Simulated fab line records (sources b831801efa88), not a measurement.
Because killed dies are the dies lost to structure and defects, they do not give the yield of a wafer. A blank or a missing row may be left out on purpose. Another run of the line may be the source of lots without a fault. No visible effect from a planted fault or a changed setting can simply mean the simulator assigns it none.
Which tool did it? + flow sky130 + 13 lots, 38 wafers sampled, at 5 steps of a route of 708

## WHAT THE GAUGES SHOWED, per wafer
SKY_GATE_OXIDE_TW_MEAS_14.
| lot  | measured     | on            | GATE_OXIDE_TW     |
|------|--------------|---------------|-------------------|
| L733 | day 14 04:23 | film metro-01 | 225.1 225.6 224.6 |
| L734 | day 14 18:19 | film metro-02 | 226.8 225.1 224.4 |
| L735 | day 15 04:01 | film metro-01 | 223.0 223.6 222.9 |
| L738 | day 15 18:23 | film metro-02 | 224.4 225.5 225.3 |
| L739 | day 16 03:02 | film metro-03 | 221.9 222.8 221.5 |
| L741 | day 16 17:00 | film metro-02 | 225.1 226.2 225.9 |
| L742 | day 17 01:35 | film metro-03 | 220.1 221.6 221.7 |
| L744 | day 17 18:59 | film metro-02 | 223.9 223.9 223.6 |
| L745 | day 17 23:23 | film metro-01 | 223.5 223.7 222.5 |
| L746 | day 18 09:17 | film metro-02 | 224.2 223.8 224.4 |
| L747 | day 18 17:13 | film metro-01 | 220.6 222.0 219.7 |
| L752 | day 20 10:04 | film metro-03 | 221.0 221.4       |
| L756 | day 21 17:35 | film metro-02 | 223.0 224.0 223.7 |

SKY_SD_N_RS_MEAS_18: a four-point-probe measurement.
| lot  | measured     | on            | RES_XHIGH_RS (ohm/sq) |
|------|--------------|---------------|-----------------------|
| L733 | day 28 12:37 | film metro-01 | 333.8 333.6 333.5     |
| L734 | day 28 21:40 | film metro-04 | 333.7 334.7 334.1     |
| L735 | day 29 10:46 | film metro-02 | 332.3 331.5 331.8     |
| L738 | day 30 00:44 | film metro-04 | 332.4 332.6 331.9     |
| L739 | day 30 07:09 | film metro-01 | 333.9 332.8 331.8     |
| L741 | day 30 22:09 | film metro-01 | 333.9 334.5 334.6     |
| L742 | day 31 07:57 | film metro-01 | 335.1 335.2 335.1     |
| L744 | day 31 22:22 | film metro-01 | 333.5 333.8 335.1     |
| L745 | day 32 01:42 | film metro-02 | 332.0 331.3 332.4     |
| L746 | day 32 09:01 | film metro-01 | 333.4 334.2 332.7     |
| L747 | day 32 20:10 | film metro-04 | 334.0 333.2 334.5     |
| L752 | day 34 05:29 | film metro-04 | 377.6 333.2           |
| L756 | day 35 09:34 | film metro-04 | 333.7 334.3 332.5     |

SKY_CONTACT_BOW_MEAS_05.
| lot  | measured     | on            | CONTACT_BOW (um) |
|------|--------------|---------------|------------------|
| L733 | day 31 00:14 | film metro-04 | 97 86 79         |
| L734 | day 31 09:32 | film metro-03 | 70 74 72         |
| L735 | day 31 21:16 | film metro-04 | 81 68 69         |
| L738 | day 32 12:07 | film metro-04 | 77 76 86         |
| L739 | day 32 18:12 | film metro-03 | 85 94 85         |
| L741 | day 33 08:53 | film metro-04 | 76 87 88         |
| L742 | day 33 18:04 | film metro-02 | 80 79 92         |
| L744 | day 34 07:58 | film metro-03 | 88 87 70         |
| L745 | day 34 10:53 | film metro-04 | 80 70 73         |
| L746 | day 34 17:07 | film metro-04 | 80 85 83         |
| L747 | day 35 04:30 | film metro-02 | 91 81 83         |
| L752 | day 36 14:08 | film metro-02 | 86 91            |
| L756 | day 37 17:25 | film metro-03 | 68 79 90         |

## EACH LOT AND THE TOOL THAT RAN IT (in order: tool; ch and the chambers of the sampled wafers; start)
| lot  | SKY_RES_XHIGH_IMPLANT_07        | SKY_LOCAL_INTERCONNECT_STRIP_15      |
|------|---------------------------------|--------------------------------------|
| L733 | implanter-03 ch 0, day 27 06:45 | plasma asher-02 ch 0,1, day 30 23:08 |
| L734 | implanter-01 ch 0, day 27 15:20 | plasma asher-02 ch 0,1, day 31 08:23 |
| L735 | implanter-03 ch 0, day 28 04:58 | plasma asher-03 ch 0,1, day 31 20:08 |
| L738 | implanter-01 ch 0, day 28 19:05 | plasma asher-03 ch 0,1, day 32 10:59 |
| L739 | implanter-04 ch 0, day 29 01:12 | plasma asher-02 ch 0,1, day 32 17:05 |
| L741 | implanter-01 ch 0, day 29 16:58 | plasma asher-03 ch 0,1, day 33 07:44 |
| L742 | implanter-01 ch 0, day 30 02:25 | plasma asher-04 ch 0,1, day 33 16:53 |
| L744 | implanter-01 ch 0, day 30 17:52 | plasma asher-03 ch 0,1, day 34 06:50 |
| L745 | implanter-04 ch 0, day 30 20:55 | plasma asher-02 ch 0,1, day 34 09:47 |
| L746 | implanter-04 ch 0, day 31 04:58 | plasma asher-03 ch 0,1, day 34 15:59 |
| L747 | implanter-01 ch 0, day 31 15:24 | plasma asher-03 ch 0,1, day 35 03:23 |
| L752 | implanter-04 ch 0, day 33 02:35 | plasma asher-02 ch 0,1, day 36 12:59 |
| L756 | implanter-03 ch 0, day 34 06:14 | plasma asher-03 ch 0,1, day 37 16:15 |
- SKY_RES_XHIGH_IMPLANT_07
- SKY_LOCAL_INTERCONNECT_STRIP_15: strips in O2/N2.

## AS READ BY THE TOOLS THEMSELVES (means over the sampled wafers that have a number; for cases with no such wafer, the mark the record gives instead)
SKY_RES_XHIGH_IMPLANT_07.
| lot  | tool         | beam on s (s) |
|------|--------------|---------------|
| L733 | implanter-03 | 36            |
| L734 | implanter-01 | 46            |
| L735 | implanter-03 | 35            |
| L738 | implanter-01 | 45            |
| L739 | implanter-04 | 39            |
| L741 | implanter-01 | 44            |
| L742 | implanter-01 | 44            |
| L744 | implanter-01 | 44            |
| L745 | implanter-04 | 38            |
| L746 | implanter-04 | 39            |
| L747 | implanter-01 | 44            |
| L752 | implanter-04 | 35            |
| L756 | implanter-03 | 35            |

SKY_LOCAL_INTERCONNECT_STRIP_15.
| lot  | tool            | drypump motor current A (A) | oes product au (a.u.) | strip time to endpoint s (s) |
|------|-----------------|-----------------------------|-----------------------|------------------------------|
| L733 | plasma asher-02 | 6.0                         | 0.429                 | 4.714                        |
| L734 | plasma asher-02 | 5.8                         | 0.424                 | 4.728                        |
| L735 | plasma asher-03 | 6.4                         | 0.423                 | 4.718                        |
| L738 | plasma asher-03 | 6.4                         | 0.424                 | 4.711                        |
| L739 | plasma asher-02 | 5.8                         | 0.428                 | 4.717                        |
| L741 | plasma asher-03 | 6.4                         | 0.424                 | 4.726                        |
| L742 | plasma asher-04 | 5.6                         | 0.424                 | 4.743                        |
| L744 | plasma asher-03 | 6.4                         | 0.424                 | 4.732                        |
| L745 | plasma asher-02 | 5.8                         | 0.430                 | 4.719                        |
| L746 | plasma asher-03 | 6.4                         | 0.429                 | 4.734                        |
| L747 | plasma asher-03 | 6.4                         | 0.429                 | 4.735                        |
| L752 | plasma asher-02 | 5.9                         | 0.426                 | 4.745                        |
| L756 | plasma asher-03 | 6.4                         | 0.427                 | 4.726                        |

## THE ANSWER, worked out from the rows above alone
Rule: usual is defined by the lots themselves. The widest of any qualifying gaps counts: lots, ordered by their means at a reading, are off when they make up no more than a third of the lots, leave a main group of 4 or more, and stand apart from it by 3 or more times the standard deviation of that group's means. A main group is skipped when, at the precision printed for the reading in the tables above, its means are all equal. A lot without any number at a reading at which 4 lots or more have one is off too. Where the step has rows for the other lots, those lots are counted as sound. First the gauges in route order, then the tools' own readings, where a lot's mean is used as printed above. The first step at which some lot is off is used, and at that step the reading that is off furthest; a lot without a number counts as furthest.
Off: L752, seen at SKY_SD_N_RS_MEAS_18 (RES_XHIGH_RS). The main group: mean 333.4 ohm/sq, standard deviation 0.98.
A tool fits if, at a process step before that reading, it ran every lot that is off, and no sound lot after the first of them. Gauges at SKY_SD_N_RS_MEAS_18: tried the same way as those tools. One fits: implanter-04 at SKY_RES_XHIGH_IMPLANT_07. Its last sound lot is L746 (day 31 04:58), its first lot that is off L752 (day 33 02:35): a fault that began between those two fits.

## WHAT THE SIMULATOR PUT IN
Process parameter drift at SKY_RES_XHIGH_IMPLANT_07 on implanter-04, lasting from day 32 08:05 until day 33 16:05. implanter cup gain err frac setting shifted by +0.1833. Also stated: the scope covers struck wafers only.
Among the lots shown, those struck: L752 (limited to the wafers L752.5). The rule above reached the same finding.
